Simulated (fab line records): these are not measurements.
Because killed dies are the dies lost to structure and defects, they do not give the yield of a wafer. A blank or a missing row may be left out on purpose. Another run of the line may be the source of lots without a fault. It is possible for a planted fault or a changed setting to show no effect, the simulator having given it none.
fab line records -- flow sky130 -- part 1 of 2: steps 1 to 28 of 39
record: lots: 5, wafers: 15, last_day: 50
route steps=708 shown SONOS_ONO@182 GATE_OXIDE@187 POLY_GATE@204 RES_PROTECT@206
lots with no fault: from the same line, run without faults
start_h: hours from the record's opening day to when the first of the lot's shown wafers began -- wait_h: hours since the lot's step before -- " identical to the entry in the row above -- L1.1+2: one row covering several wafers at once -- - value missing, or start not given -- * or withheld: withheld -- < > ~ a bound
route shown NAME@n: a module of which the file shows steps, and the number in the route of the first -- usual: mean/standard deviation of fault-free wafers -- same: alike in all rows -- chamber/n: place in a boat -- sites: each site's reading -- _std_site: standard deviation of those values -- _edge_site: mean of outer sites minus mean of inner sites -- radius_mm: for every site, how far away it sits from the centre of the wafer -- mask NAME#n: copy n -- behind: tool/chamber where the wafer was last shaped -- hold: what put the lot on hold/how long, in hours/how the hold closed -- device: the transistor (n, p or np) that didn't switch -- end of line: the route-end tests of the same wafers -- where a step has no rows: the recipe by itself -- killed: count of dies lost to structure and defects at first sort (not the wafer's yield) -- map: a wafer's dies, marking killed ones x, the rest . and places with no die _
set.NAME: the setting that was run; set.NAME@STEP: the one run at that earlier step -- model.NAME: the simulator's own value behind a step, which no gauge read
lots at selected steps of the route; one table per step, one row per wafer
services: a tool's chamber out of use, with start hour (start_h, from the record's first day; less than 0 if before it), hours out, and reason
== steps ==
step: SKY_SONOS_ONO_OVL_MEAS_14
usual: SONOS_ONO_OVL: 0.3/1.5
lot.wafer,tool,chamber,start_h,wait_h,SONOS_ONO_OVL[nm]
L074.1,overlay-02,-,302.54,0.1,-1.1
L074.2,overlay-02,-,302.54,0.1,0.2
L074.6,overlay-02,-,302.54,0.1,0.0
L082.2,overlay-01,-,355.39,0.1,1.8
L082.3,overlay-01,-,355.39,0.1,1.6
L082.4,overlay-01,-,355.39,0.1,0.8
L086.2,overlay-01,-,377.71,0.1,1.2
L086.3,overlay-01,-,377.71,0.1,0.4
L086.6,overlay-01,-,377.71,0.1,-0.1
L092.2,overlay-02,-,427.94,0.1,-0.2
L092.3,overlay-02,-,427.94,0.1,1.1
L092.4,overlay-02,-,427.94,0.1,-0.3
L096.1,overlay-02,-,463.82,0.1,-0.7
L096.2,overlay-02,-,463.82,0.1,-0.8
L096.6,overlay-02,-,463.82,0.1,-0.8
step: SKY_SONOS_ONO_ETCH_15
recipe: target_depth_nm: 19.52, chemistry: CHF3/O2, source_w: 600, bias_w: 200, pressure_mtorr: 40, chf3_flow_sccm: 50, O2_flow_sccm: 5, time_s: 7.8
usual: drypump_motor_current_A: 5.6/0.46, oes_product_au: 1.004/0.014, throttle_valve_pct: 8.825/0.0093
lot.wafer,tool,chamber,start_h,wait_h,drypump_motor_current_A,oes_product_au,rf_hours_counter_h,throttle_valve_pct
L074.1,rie_diel-02,3,302.57,0.0,5.2,1.004,24,8.827
L074.2,rie_diel-02,1,302.57,0.0,5.3,1.016,98,8.824
L074.6,rie_diel-02,0,302.57,0.0,6.5,1.006,-,8.811
L082.2,rie_diel-04,0,355.42,0.0,5.1,1.009,75,8.831
L082.3,rie_diel-04,1,355.42,0.0,5.7,1.019,57,8.837
L082.4,rie_diel-04,3,355.42,0.0,6.2,1.001,17,8.835
L086.2,rie_diel-03,3,377.74,0.0,5.9,1.002,2,8.825
L086.3,rie_diel-03,0,377.74,0.0,5.3,0.996,4,8.831
L086.6,rie_diel-03,3,377.74,0.0,6.0,0.999,-,8.824
L092.2,rie_diel-03,0,427.97,0.0,5.3,1.001,6,8.818
L092.3,rie_diel-03,1,427.97,0.0,5.1,0.993,2,8.821
L092.4,rie_diel-03,3,427.97,0.0,5.9,0.995,3,8.814
L096.1,rie_diel-02,1,463.86,0.0,5.2,0.990,0,8.847
L096.2,rie_diel-02,2,463.86,0.0,5.5,1.006,9,8.808
L096.6,rie_diel-02,1,463.86,0.0,5.3,0.993,-,8.815
step: SKY_SONOS_ONO_WET_ETCH_16
recipe: chemistry: dHF, target_depth_nm: 14, dry: n2_spin, target: SiO2, dilution: 100:1, temp_c: 25, time_s: 280
lot.wafer,tool,chamber,start_h,wait_h
L074.1+2+6,wet_bench-03,2,302.59,0.0
L082.2+3+4,wet_bench-04,1,355.44,0.0
L086.2+3+6,wet_bench-03,2,377.76,0.0
L092.2+3+4,wet_bench-03,1,427.99,0.0
L096.1+2+6,wet_bench-04,1,463.88,0.0
step: SKY_SONOS_ONO_STRIP_17
recipe: chemistry: O2/N2, power_w: 1400, pressure_mtorr: 1500, platen_temp_c: withheld, o2_flow_sccm: 3000, n2_flow_sccm: 300, overash_fraction: 0.5
usual: drypump_motor_current_A: 5.8/0.5, oes_product_au: 0.710/0.0049, strip_time_to_endpoint_s: 14.10/0.044
lot.wafer,tool,chamber,start_h,wait_h,drypump_motor_current_A,oes_product_au,rf_hours_counter_h,strip_time_to_endpoint_s
L074.1,plasma_asher-03,1,302.68,0.0,6.4,0.706,18,14.01
L074.2,plasma_asher-03,0,302.68,0.0,4.9,0.705,18,14.03
L074.6,plasma_asher-03,0,302.68,0.0,4.9,0.716,-,14.03
L082.2,plasma_asher-01,1,355.54,0.0,5.6,0.713,66,14.08
L082.3,plasma_asher-01,0,355.54,0.0,6.4,0.705,-,14.06
L082.4,plasma_asher-01,1,355.54,0.0,5.6,0.704,-,14.07
L086.2,plasma_asher-04,1,377.84,0.0,6.0,0.718,55,14.10
L086.3,plasma_asher-04,1,377.84,0.0,6.0,0.708,-,14.16
L086.6,plasma_asher-04,1,377.84,0.0,6.0,0.723,-,14.12
L092.2,plasma_asher-03,1,428.09,0.0,6.3,0.708,31,14.11
L092.3,plasma_asher-03,0,428.09,0.0,4.9,0.714,-,14.15
L092.4,plasma_asher-03,1,428.09,0.0,6.3,0.717,-,14.14
L096.1,plasma_asher-04,1,463.97,0.0,6.0,0.709,64,14.10
L096.2,plasma_asher-04,0,463.97,0.0,5.8,0.715,64,14.12
L096.6,plasma_asher-04,0,463.97,0.0,5.7,0.693,-,14.12
step: SKY_SONOS_ONO_WET_ETCH_18
recipe: chemistry: H3PO4, target_depth_nm: 15, target: Si3N4, temp_c: 160, time_s: 172
lot.wafer,tool,chamber,start_h,wait_h
L074.1+2+6,wet_bench-04,1,302.78,0.1
L082.2+3+4,wet_bench-03,0,355.64,0.1
L086.2+3+6,wet_bench-01,2,377.94,0.1
L092.2+3+4,wet_bench-01,1,428.19,0.1
L096.1+2+6,wet_bench-01,1,464.07,0.1
step: SKY_GATE_OXIDE_CLEAN_00
recipe: chemistry: SC1/SC2, mix: 1:4:20, temp_c: 70, time_s: 150, dry: n2_spin
lot.wafer,tool,chamber,start_h,wait_h
L074.1+2+6,wet_bench-01,3,302.83,0.0
L082.2+3+4,wet_bench-01,0,355.77,0.0
L086.2+3+6,wet_bench-04,0,378.00,0.0
L092.2+3+4,wet_bench-03,1,428.24,0.0
L096.1+2+6,wet_bench-03,1,464.13,0.0
step: SKY_GATE_OXIDE_OXIDATION_01
recipe: temp_c: 900, ambient: O2, stabilise_s: 600, purge_s: 300, target_thk_a: 102.68, ox_time_s: 1473
lot.wafer,tool,chamber,start_h,wait_h
L074.1+2+6,furnace-02,0,302.88,0.0
L082.2+3+4,furnace-01,0,356.55,0.7
L086.2+3+6,furnace-01,0,378.14,0.1
L092.2+3+4,furnace-02,0,430.03,1.7
L096.1+2+6,furnace-02,0,465.68,1.5
step: SKY_GATE_OXIDE_THK_MEAS_02
recipe: reads: SiO2_of_GATE_OXIDE_OXIDATION_01
usual: GATE_OXIDE_OXIDATION_00_THK: 10.23/0.28
lot.wafer,tool,chamber,start_h,wait_h,GATE_OXIDE_OXIDATION_00_THK[nm]
L074.1,film_metro-02,-,304.29,0.0,10.07
L074.2,film_metro-02,-,304.29,0.0,10.21
L074.6,film_metro-02,-,304.29,0.0,10.20
L082.2,film_metro-04,-,357.97,0.0,10.35
L082.3,film_metro-04,-,357.97,0.0,10.28
L082.4,film_metro-04,-,357.97,0.0,10.38
L086.2,film_metro-02,-,379.56,0.0,10.39
L086.3,film_metro-02,-,379.56,0.0,10.33
L086.6,film_metro-02,-,379.56,0.0,10.47
L092.2,film_metro-03,-,431.45,0.0,10.42
L092.3,film_metro-03,-,431.45,0.0,10.28
L092.4,film_metro-03,-,431.45,0.0,10.24
L096.1,film_metro-02,-,467.09,0.0,9.83
L096.2,film_metro-02,-,467.09,0.0,9.92
L096.6,film_metro-02,-,467.09,0.0,9.96
step: SKY_GATE_OXIDE_DEHYDRATE_03
recipe: temp_c: 200, time_s: 60
usual: exhaust_pa: 45.1/0.9
lot.wafer,tool,chamber,start_h,wait_h,exhaust_pa
L074.1,litho_track-02,0,317.21,12.9,44.3
L074.2,litho_track-02,0,317.21,12.9,46.1
L074.6,litho_track-02,0,317.21,12.9,45.4
L082.2,litho_track-03,0,372.51,14.5,44.2
L082.3,litho_track-03,0,372.51,14.5,45.0
L082.4,litho_track-03,0,372.51,14.5,44.5
L086.2,litho_track-04,0,393.53,14.0,45.8
L086.3,litho_track-04,0,393.53,14.0,44.0
L086.6,litho_track-04,0,393.53,14.0,44.2
L092.2,litho_track-03,0,446.21,14.8,45.7
L092.3,litho_track-03,0,446.21,14.8,46.7
L092.4,litho_track-03,0,446.21,14.8,45.8
L096.1,litho_track-03,0,481.49,14.4,44.5
L096.2,litho_track-03,0,481.49,14.4,45.9
L096.6,litho_track-03,0,481.49,14.4,45.8
step: SKY_GATE_OXIDE_HMDS_04
recipe: prime_time_s: 60, prime_temp_c: 120
usual: exhaust_pa: 44.9/0.8
lot.wafer,tool,chamber,start_h,wait_h,exhaust_pa
L074.1,litho_track-02,0,317.36,0.1,44.3
L074.2,litho_track-02,0,317.36,0.1,44.8
L074.6,litho_track-02,0,317.36,0.1,45.5
L082.2,litho_track-03,0,372.66,0.1,44.1
L082.3,litho_track-03,0,372.66,0.1,44.6
L082.4,litho_track-03,0,372.66,0.1,45.2
L086.2,litho_track-04,0,393.68,0.1,45.8
L086.3,litho_track-04,0,393.68,0.1,45.9
L086.6,litho_track-04,0,393.68,0.1,45.3
L092.2,litho_track-03,0,446.36,0.1,45.4
L092.3,litho_track-03,0,446.36,0.1,45.7
L092.4,litho_track-03,0,446.36,0.1,45.4
L096.1,litho_track-03,0,481.64,0.1,44.7
L096.2,litho_track-03,0,481.64,0.1,44.7
L096.6,litho_track-03,0,481.64,0.1,45.6
step: SKY_GATE_OXIDE_COAT_05
recipe: resist: NOVOLAK, spin_rpm: 3000, resist_thk_nm: 1140
usual: exhaust_pa: 44.9/0.87
lot.wafer,tool,chamber,start_h,wait_h,exhaust_pa
L074.1,litho_track-02,0,317.51,0.1,43.6
L074.2,litho_track-02,0,317.51,0.1,44.1
L074.6,litho_track-02,0,317.51,0.1,43.0
L082.2,litho_track-03,0,372.81,0.1,43.9
L082.3,litho_track-03,0,372.81,0.1,43.4
L082.4,litho_track-03,0,372.81,0.1,44.5
L086.2,litho_track-04,0,393.83,0.1,46.2
L086.3,litho_track-04,0,393.83,0.1,45.0
L086.6,litho_track-04,0,393.83,0.1,45.1
L092.2,litho_track-03,0,446.51,0.1,44.7
L092.3,litho_track-03,0,446.51,0.1,45.0
L092.4,litho_track-03,0,446.51,0.1,45.3
L096.1,litho_track-03,0,481.79,0.1,44.2
L096.2,litho_track-03,0,481.79,0.1,45.2
L096.6,litho_track-03,0,481.79,0.1,44.6
step: SKY_GATE_OXIDE_SOFTBAKE_06
recipe: temp_c: 90, time_s: 60, resist: NOVOLAK
usual: exhaust_pa: 44.7/0.96
lot.wafer,tool,chamber,start_h,wait_h,exhaust_pa
L074.1,litho_track-02,0,317.66,0.1,44.6
L074.2,litho_track-02,0,317.66,0.1,44.4
L074.6,litho_track-02,0,317.66,0.1,44.7
L082.2,litho_track-03,0,372.96,0.1,47.8
L082.3,litho_track-03,0,372.96,0.1,45.4
L082.4,litho_track-03,0,372.96,0.1,47.0
L086.2,litho_track-04,0,393.98,0.1,44.2
L086.3,litho_track-04,0,393.98,0.1,43.9
L086.6,litho_track-04,0,393.98,0.1,44.9
L092.2,litho_track-03,0,446.66,0.1,43.4
L092.3,litho_track-03,0,446.66,0.1,44.1
L092.4,litho_track-03,0,446.66,0.1,44.1
L096.1,litho_track-03,0,481.94,0.1,44.1
L096.2,litho_track-03,0,481.94,0.1,43.8
L096.6,litho_track-03,0,481.94,0.1,44.2
step: SKY_GATE_OXIDE_EXPOSE_07
recipe: mask_id: LVOM, na: 0.6, source_shape: conventional, sigma_outer: 0.6, polarization: unpolarized, target_cd_nm: 600, dose_mj: 170
lot.wafer,tool,chamber,start_h,wait_h,mask
L074.1+2+6,iline_stepper-02,0,-,-,LVOM#0
L082.2+3+4,iline_stepper-01,0,-,-,LVOM#0
L086.2+3+6,iline_stepper-01,0,-,-,LVOM#0
L092.2+3+4,iline_stepper-01,0,-,-,LVOM#0
L096.1+2+6,iline_stepper-01,0,-,-,LVOM#0
step: SKY_GATE_OXIDE_PEB_08
recipe: temp_c: withheld, time_s: *, resist: NOVOLAK
usual: exhaust_pa: 45.0/0.92
lot.wafer,tool,chamber,start_h,wait_h,exhaust_pa
L074.1,litho_track-02,0,-,-,44.5
L074.2,litho_track-02,0,-,-,45.1
L074.6,litho_track-02,0,-,-,44.1
L082.2,litho_track-04,0,-,-,46.3
L082.3,litho_track-04,0,-,-,45.2
L082.4,litho_track-04,0,-,-,45.3
L086.2,litho_track-04,0,-,-,44.5
L086.3,litho_track-04,0,-,-,43.0
L086.6,litho_track-04,0,-,-,44.8
L092.2,litho_track-03,0,-,-,43.9
L092.3,litho_track-03,0,-,-,46.2
L092.4,litho_track-03,0,-,-,43.5
L096.1,litho_track-02,0,-,-,44.2
L096.2,litho_track-02,0,-,-,45.7
L096.6,litho_track-02,0,-,-,45.7
step: SKY_GATE_OXIDE_DEVELOP_09
recipe: resist: NOVOLAK, developer: TMAH, develop_time_s: 60, dev_temp_c: 23
usual: developer_temp_C: 23.00/0.11, exhaust_pa: 45.0/1
lot.wafer,tool,chamber,start_h,wait_h,developer_temp_C,exhaust_pa
L074.1,litho_track-02,0,330.16,0.1,23.04,44.5
L074.2,litho_track-02,0,330.16,0.1,22.99,44.2
L074.6,litho_track-02,0,330.16,0.1,22.92,44.1
L082.2,litho_track-04,0,386.38,0.1,22.92,44.0
L082.3,litho_track-04,0,386.38,0.1,22.98,42.7
L082.4,litho_track-04,0,386.38,0.1,22.95,43.6
L086.2,litho_track-04,0,408.88,0.1,23.04,45.0
L086.3,litho_track-04,0,408.88,0.1,23.10,45.1
L086.6,litho_track-04,0,408.88,0.1,22.99,46.7
L092.2,litho_track-03,0,462.26,0.1,22.88,44.1
L092.3,litho_track-03,0,462.26,0.1,22.74,44.8
L092.4,litho_track-03,0,462.26,0.1,23.08,44.8
L096.1,litho_track-02,0,498.26,0.1,22.99,45.2
L096.2,litho_track-02,0,498.26,0.1,23.12,43.8
L096.6,litho_track-02,0,498.26,0.1,23.16,45.5
step: SKY_GATE_OXIDE_OVL_MEAS_10
usual: GATE_OXIDE_OVL: 1.0/1.3
lot.wafer,tool,chamber,start_h,wait_h,GATE_OXIDE_OVL[nm]
L074.1,overlay-02,-,330.31,0.1,0.4
L074.2,overlay-02,-,330.31,0.1,0.0
L074.6,overlay-02,-,330.31,0.1,-0.4
L082.2,overlay-01,-,386.51,0.1,0.7
L082.3,overlay-01,-,386.51,0.1,-0.2
L082.4,overlay-01,-,386.51,0.1,0.6
L086.2,overlay-01,-,409.01,0.1,2.1
L086.3,overlay-01,-,409.01,0.1,0.4
L086.6,overlay-01,-,409.01,0.1,1.8
L092.2,overlay-02,-,462.39,0.1,2.1
L092.3,overlay-02,-,462.39,0.1,1.4
L092.4,overlay-02,-,462.39,0.1,-0.4
L096.1,overlay-02,-,498.41,0.1,2.6
L096.2,overlay-02,-,498.41,0.1,1.0
L096.6,overlay-02,-,498.41,0.1,0.8
step: SKY_GATE_OXIDE_IMPLANT_11
recipe: species: B, energy_kev: 10, dose_cm2: 2.6e+12, tilt_deg: withheld
lot.wafer,tool,chamber,start_h,wait_h
L074.1+2+6,implanter-02,0,330.35,0.0
L082.2+3+4,implanter-04,0,386.56,0.0
L086.2+3+6,implanter-04,0,409.06,0.0
L092.2+3+4,implanter-04,0,462.45,0.0
L096.1+2+6,implanter-03,0,498.45,0.0
step: SKY_GATE_OXIDE_WET_ETCH_12
recipe: chemistry: dHF, target_depth_nm: 16.8, dry: n2_spin, target: SiO2, dilution: 100:1, temp_c: 25, time_s: 336
lot.wafer,tool,chamber,start_h,wait_h
L074.1+2+6,wet_bench-04,3,330.50,0.1
L082.2+3+4,wet_bench-01,0,386.69,0.1
L086.2+3+6,wet_bench-04,0,409.19,0.1
L092.2+3+4,wet_bench-04,2,462.57,0.1
L096.1+2+6,wet_bench-03,0,498.60,0.1
step: SKY_GATE_OXIDE_STRIP_13
recipe: chemistry: O2/N2, power_w: 1400, pressure_mtorr: 1500, platen_temp_c: withheld, o2_flow_sccm: 3000, n2_flow_sccm: 300, overash_fraction: 0.5
usual: drypump_motor_current_A: 5.8/0.36, oes_product_au: 0.716/0.0049, strip_time_to_endpoint_s: 14.18/0.035
lot.wafer,tool,chamber,start_h,wait_h,drypump_motor_current_A,oes_product_au,rf_hours_counter_h,strip_time_to_endpoint_s
L074.1,plasma_asher-04,0,330.61,0.0,5.8,0.718,50,14.14
L074.2,plasma_asher-04,1,330.61,0.0,6.0,0.713,50,14.17
L074.6,plasma_asher-04,1,330.61,0.0,6.0,0.712,-,14.16
L082.2,plasma_asher-01,0,386.79,0.0,6.4,0.716,69,14.18
L082.3,plasma_asher-01,1,386.79,0.0,5.6,0.716,-,14.18
L082.4,plasma_asher-01,0,386.79,0.0,6.4,0.716,-,14.20
L086.2,plasma_asher-04,0,409.30,0.0,5.7,0.713,58,14.23
L086.3,plasma_asher-04,0,409.30,0.0,5.7,0.716,-,14.24
L086.6,plasma_asher-04,1,409.30,0.0,6.0,0.717,-,14.23
L092.2,plasma_asher-02,1,462.68,0.0,5.4,0.713,3,14.20
L092.3,plasma_asher-02,0,462.68,0.0,5.0,0.716,-,14.18
L092.4,plasma_asher-02,1,462.68,0.0,5.4,0.718,-,14.18
L096.1,plasma_asher-01,0,498.70,0.0,6.4,0.714,80,14.16
L096.2,plasma_asher-01,1,498.70,0.0,5.6,0.727,80,14.20
L096.6,plasma_asher-01,0,498.70,0.0,6.3,0.712,-,14.19
step: SKY_GATE_OXIDE_TW_MEAS_14
usual: GATE_OXIDE_TW: 225.1/1.7
lot.wafer,tool,chamber,start_h,wait_h,GATE_OXIDE_TW
L074.1,film_metro-03,-,330.71,0.1,226.3
L074.2,film_metro-03,-,330.71,0.1,226.1
L074.6,film_metro-03,-,330.71,0.1,226.4
L082.2,film_metro-02,-,386.90,0.1,222.9
L082.3,film_metro-02,-,386.90,0.1,224.2
L082.4,film_metro-02,-,386.90,0.1,223.5
L086.2,film_metro-04,-,409.41,0.1,227.4
L086.3,film_metro-04,-,409.41,0.1,227.4
L086.6,film_metro-04,-,409.41,0.1,227.0
L092.2,film_metro-04,-,462.79,0.1,225.2
L092.3,film_metro-04,-,462.79,0.1,224.0
L092.4,film_metro-04,-,462.79,0.1,224.9
L096.1,film_metro-04,-,498.80,0.1,223.4
L096.2,film_metro-04,-,498.80,0.1,223.4
L096.6,film_metro-04,-,498.80,0.1,223.1
step: SKY_GATE_OXIDE_CLEAN_15
recipe: chemistry: SC1/SC2, mix: 1:4:20, temp_c: 70, time_s: 150, dry: n2_spin
lot.wafer,tool,chamber,start_h,wait_h
L074.1+2+6,wet_bench-03,1,330.77,0.1
L082.2+3+4,wet_bench-03,2,386.95,0.0
L086.2+3+6,wet_bench-03,2,409.46,0.0
L092.2+3+4,wet_bench-01,0,462.84,0.0
L096.1+2+6,wet_bench-01,2,498.86,0.1
step: SKY_GATE_OXIDE_OXIDATION_16
recipe: temp_c: 800, ambient: O2, idle_temp_c: 700, ramp_up_c_per_min: 10, ramp_down_c_per_min: 3, stabilise_s: 600, purge_s: 300, target_thk_a: 35.7, ox_time_s: 1915
lot.wafer,tool,chamber,start_h,wait_h
L074.1+2+6,furnace-01,0,331.09,0.3
L082.2+3+4,furnace-02,0,388.17,1.2
L086.2+3+6,furnace-02,0,409.58,0.1
L092.2+3+4,furnace-02,0,464.15,1.3
L096.1+2+6,furnace-01,0,498.92,0.0
step: SKY_POLY_GATE_CVD_00
recipe: material: poly-Si, target_thk_nm: 180, temp_c: 620, time_s: 720, pressure_mtorr: 200
usual: pressure_mtorr: 199.9/0.42
lot.wafer,tool,chamber,start_h,wait_h,pressure_mtorr
L074.1,lpcvd-01,1,332.62,0.0,199.7
L074.2,lpcvd-01,1,332.62,0.0,199.6
L074.6,lpcvd-01,1,332.62,0.0,199.8
L082.2,lpcvd-01,0,389.71,0.0,199.3
L082.3,lpcvd-01,0,389.71,0.0,200.0
L082.4,lpcvd-01,0,389.71,0.0,199.9
L086.2,lpcvd-01,0,411.12,0.0,199.7
L086.3,lpcvd-01,0,411.12,0.0,199.9
L086.6,lpcvd-01,0,411.12,0.0,200.1
L092.2,lpcvd-01,0,465.68,0.0,199.8
L092.3,lpcvd-01,0,465.68,0.0,200.5
L092.4,lpcvd-01,0,465.68,0.0,200.4
L096.1,lpcvd-01,1,501.39,0.9,200.6
L096.2,lpcvd-01,1,501.39,0.9,200.3
L096.6,lpcvd-01,1,501.39,0.9,200.2
step: SKY_POLY_GATE_THK_MEAS_01
recipe: reads: poly-Si_of_POLY_GATE_CVD_00
usual: POLY_GATE_CVD_00_THK: 179.9/1.6
lot.wafer,tool,chamber,start_h,wait_h,POLY_GATE_CVD_00_THK[nm]
L074.1,film_metro-01,-,333.82,0.0,181.1
L074.2,film_metro-01,-,333.82,0.0,181.8
L074.6,film_metro-01,-,333.82,0.0,181.7
L082.2,film_metro-03,-,390.92,0.0,180.9
L082.3,film_metro-03,-,390.92,0.0,179.8
L082.4,film_metro-03,-,390.92,0.0,180.8
L086.2,film_metro-03,-,412.33,0.0,179.3
L086.3,film_metro-03,-,412.33,0.0,178.1
L086.6,film_metro-03,-,412.33,0.0,178.5
L092.2,film_metro-02,-,466.89,0.0,180.2
L092.3,film_metro-02,-,466.89,0.0,181.1
L092.4,film_metro-02,-,466.89,0.0,179.7
L096.1,film_metro-01,-,502.59,0.0,179.2
L096.2,film_metro-01,-,502.59,0.0,180.1
L096.6,film_metro-01,-,502.59,0.0,180.0
step: SKY_RES_PROTECT_DEHYDRATE_00
recipe: temp_c: 200, time_s: 60
usual: exhaust_pa: 45.0/0.8
lot.wafer,tool,chamber,start_h,wait_h,exhaust_pa
L074.1,litho_track-03,0,346.49,12.7,46.2
L074.2,litho_track-03,0,346.49,12.7,45.2
L074.6,litho_track-03,0,346.49,12.7,45.7
L082.2,litho_track-04,0,405.28,14.4,46.3
L082.3,litho_track-04,0,405.28,14.4,44.7
L082.4,litho_track-04,0,405.28,14.4,45.1
L086.2,litho_track-03,0,427.46,15.1,44.4
L086.3,litho_track-03,0,427.46,15.1,45.7
L086.6,litho_track-03,0,427.46,15.1,44.8
L092.2,litho_track-01,0,481.35,14.4,44.3
L092.3,litho_track-01,0,481.35,14.4,45.3
L092.4,litho_track-01,0,481.35,14.4,45.0
L096.1,litho_track-03,0,517.09,14.5,44.0
L096.2,litho_track-03,0,517.09,14.5,43.7
L096.6,litho_track-03,0,517.09,14.5,46.1
step: SKY_RES_PROTECT_HMDS_01
recipe: prime_time_s: 60, prime_temp_c: 120
usual: exhaust_pa: 44.9/0.9
lot.wafer,tool,chamber,start_h,wait_h,exhaust_pa
L074.1,litho_track-03,0,346.64,0.1,45.0
L074.2,litho_track-03,0,346.64,0.1,46.2
L074.6,litho_track-03,0,346.64,0.1,43.9
L082.2,litho_track-04,0,405.43,0.1,46.2
L082.3,litho_track-04,0,405.43,0.1,44.1
L082.4,litho_track-04,0,405.43,0.1,44.5
L086.2,litho_track-03,0,427.61,0.1,45.1
L086.3,litho_track-03,0,427.61,0.1,46.1
L086.6,litho_track-03,0,427.61,0.1,45.2
L092.2,litho_track-01,0,481.50,0.1,46.3
L092.3,litho_track-01,0,481.50,0.1,45.4
L092.4,litho_track-01,0,481.50,0.1,44.8
L096.1,litho_track-03,0,517.24,0.1,46.6
L096.2,litho_track-03,0,517.24,0.1,45.6
L096.6,litho_track-03,0,517.24,0.1,45.4
step: SKY_RES_PROTECT_COAT_02
recipe: resist: NOVOLAK, spin_rpm: 3000, resist_thk_nm: 1140
usual: exhaust_pa: 45.1/0.9
lot.wafer,tool,chamber,start_h,wait_h,exhaust_pa
L074.1,litho_track-03,0,346.79,0.1,43.8
L074.2,litho_track-03,0,346.79,0.1,44.8
L074.6,litho_track-03,0,346.79,0.1,45.6
L082.2,litho_track-04,0,405.58,0.1,46.4
L082.3,litho_track-04,0,405.58,0.1,45.0
L082.4,litho_track-04,0,405.58,0.1,46.3
L086.2,litho_track-03,0,427.76,0.1,45.9
L086.3,litho_track-03,0,427.76,0.1,42.8
L086.6,litho_track-03,0,427.76,0.1,46.2
L092.2,litho_track-01,0,481.65,0.1,44.2
L092.3,litho_track-01,0,481.65,0.1,45.8
L092.4,litho_track-01,0,481.65,0.1,45.2
L096.1,litho_track-03,0,517.39,0.1,46.6
L096.2,litho_track-03,0,517.39,0.1,45.5
L096.6,litho_track-03,0,517.39,0.1,45.8
step: SKY_RES_PROTECT_SOFTBAKE_03
recipe: temp_c: 90, time_s: 60, resist: NOVOLAK
usual: exhaust_pa: 45.2/0.98
lot.wafer,tool,chamber,start_h,wait_h,exhaust_pa
L074.1,litho_track-03,0,346.94,0.1,46.3
L074.2,litho_track-03,0,346.94,0.1,46.2
L074.6,litho_track-03,0,346.94,0.1,45.1
L082.2,litho_track-04,0,405.73,0.1,45.6
L082.3,litho_track-04,0,405.73,0.1,46.8
L082.4,litho_track-04,0,405.73,0.1,46.5
L086.2,litho_track-03,0,427.91,0.1,45.4
L086.3,litho_track-03,0,427.91,0.1,46.8
L086.6,litho_track-03,0,427.91,0.1,45.0
L092.2,litho_track-01,0,481.80,0.1,42.6
L092.3,litho_track-01,0,481.80,0.1,44.8
L092.4,litho_track-01,0,481.80,0.1,43.7
L096.1,litho_track-03,0,517.54,0.1,45.9
L096.2,litho_track-03,0,517.54,0.1,45.8
L096.6,litho_track-03,0,517.54,0.1,44.2
